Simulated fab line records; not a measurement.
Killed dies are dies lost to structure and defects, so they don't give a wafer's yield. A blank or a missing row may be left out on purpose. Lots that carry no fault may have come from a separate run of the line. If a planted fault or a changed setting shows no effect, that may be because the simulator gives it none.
Matching of chambers || flow sky130 || 4 sister chambers for SKY_FIELD_ISO_ETCH_17 on rie si-01
The step etches Si in HBr/Cl2/O2, target depth 342 nm, time 97.7 s. 14 wafers are shown with their chamber, then 7 later ones without.

WAFERS WITH THEIR CHAMBER
{"wafer": "L626.2", "chamber": 0, "drypump motor current A (A)": 6.8, "oes product au (a.u.)": 1.025, "throttle valve pct (%)": 25.621}
{"wafer": "L626.3", "chamber": 2, "drypump motor current A (A)": 5.4, "oes product au (a.u.)": 0.994, "throttle valve pct (%)": 25.684}
{"wafer": "L626.5", "chamber": 3, "drypump motor current A (A)": 5.6, "oes product au (a.u.)": 1.001, "throttle valve pct (%)": 25.644}
{"wafer": "L633.1", "chamber": 1, "drypump motor current A (A)": 6.6, "oes product au (a.u.)": 0.986, "throttle valve pct (%)": 25.655}
{"wafer": "L633.2", "chamber": 2, "drypump motor current A (A)": 5.4, "oes product au (a.u.)": 0.983, "throttle valve pct (%)": 25.668}
{"wafer": "L633.5", "chamber": 0, "drypump motor current A (A)": 6.8, "oes product au (a.u.)": 1.025, "throttle valve pct (%)": 25.648}
{"wafer": "L635.1", "chamber": 3, "drypump motor current A (A)": 5.6, "oes product au (a.u.)": 1.029, "throttle valve pct (%)": 25.650}
{"wafer": "L635.2", "chamber": 1, "drypump motor current A (A)": 6.6, "oes product au (a.u.)": 0.990, "throttle valve pct (%)": 25.675}
{"wafer": "L635.5", "chamber": 1, "drypump motor current A (A)": 6.6, "oes product au (a.u.)": 0.985, "throttle valve pct (%)": 25.674}
{"wafer": "L637.2", "chamber": 1, "drypump motor current A (A)": 6.6, "oes product au (a.u.)": 0.993, "throttle valve pct (%)": 25.674}
{"wafer": "L637.3", "chamber": 2, "drypump motor current A (A)": 5.4, "oes product au (a.u.)": 0.986, "throttle valve pct (%)": 25.673}
{"wafer": "L637.5", "chamber": 2, "drypump motor current A (A)": 5.4, "oes product au (a.u.)": 0.986, "throttle valve pct (%)": 25.681}
{"wafer": "L643.2", "chamber": 3, "drypump motor current A (A)": 5.7, "oes product au (a.u.)": 1.033, "throttle valve pct (%)": 25.634}
{"wafer": "L643.3", "chamber": 2, "drypump motor current A (A)": 5.4, "oes product au (a.u.)": 0.989, "throttle valve pct (%)": 25.666}

SIGNATURES, as means of the wafers listed above
{"reading": "drypump motor current A", "chamber 0": 6.800, "chamber 1": 6.600, "chamber 2": 5.400, "chamber 3": 5.633, "scatter within a chamber": 0.0258}
{"reading": "oes product au", "chamber 0": 1.02500, "chamber 1": 0.98850, "chamber 2": 0.98760, "chamber 3": 1.02100, "scatter within a chamber": 0.00847}
{"reading": "throttle valve pct", "chamber 0": 25.63450, "chamber 1": 25.66950, "chamber 2": 25.67440, "chamber 3": 25.64267, "scatter within a chamber": 0.0101}
Rule: distance of a wafer from a chamber = root of the sum over the readings of ((wafer's reading minus chamber's mean) / reading's scatter) squared. If the next closest chamber is less than 2 further off than the closest, the wafer can't be placed; otherwise it belongs to the closest. The scatter is the square root of a quotient: the sum, over the shown wafers, of each reading's squared deviation from its chamber's mean, divided by wafers minus chambers.

WAFERS MISSING THEIR CHAMBER
{"wafer": "L643.6", "drypump motor current A (A)": 5.4, "oes product au (a.u.)": 0.987, "throttle valve pct (%)": 25.667}
{"wafer": "L645.2", "drypump motor current A (A)": 5.4, "oes product au (a.u.)": 0.984, "throttle valve pct (%)": 25.645}
{"wafer": "L645.3", "drypump motor current A (A)": 5.6, "oes product au (a.u.)": 1.013, "throttle valve pct (%)": 25.642}
{"wafer": "L645.4", "drypump motor current A (A)": 6.6, "oes product au (a.u.)": 0.985, "throttle valve pct (%)": 25.677}
{"wafer": "L647.1", "drypump motor current A (A)": 5.4, "oes product au (a.u.)": 0.997, "throttle valve pct (%)": 25.657}
{"wafer": "L647.3", "drypump motor current A (A)": 5.6, "oes product au (a.u.)": 1.018, "throttle valve pct (%)": 25.650}
{"wafer": "L647.4", "drypump motor current A (A)": 6.6, "oes product au (a.u.)": 0.986, "throttle valve pct (%)": 25.674}

WHICH CHAMBER EACH ONE RAN IN
{"wafer": "L643.6", "from the rows above": 2, "in truth": 2}
{"wafer": "L645.2", "from the rows above": 2, "in truth": 2}
{"wafer": "L645.3", "from the rows above": 3, "in truth": 3}
{"wafer": "L645.4", "from the rows above": 1, "in truth": 1}
{"wafer": "L647.1", "from the rows above": 2, "in truth": 2}
{"wafer": "L647.3", "from the rows above": 3, "in truth": 3}
{"wafer": "L647.4", "from the rows above": 1, "in truth": 1}
Placed correctly: 7 of 7. Number that these rows cannot place: 0. Wrongly placed: 0.
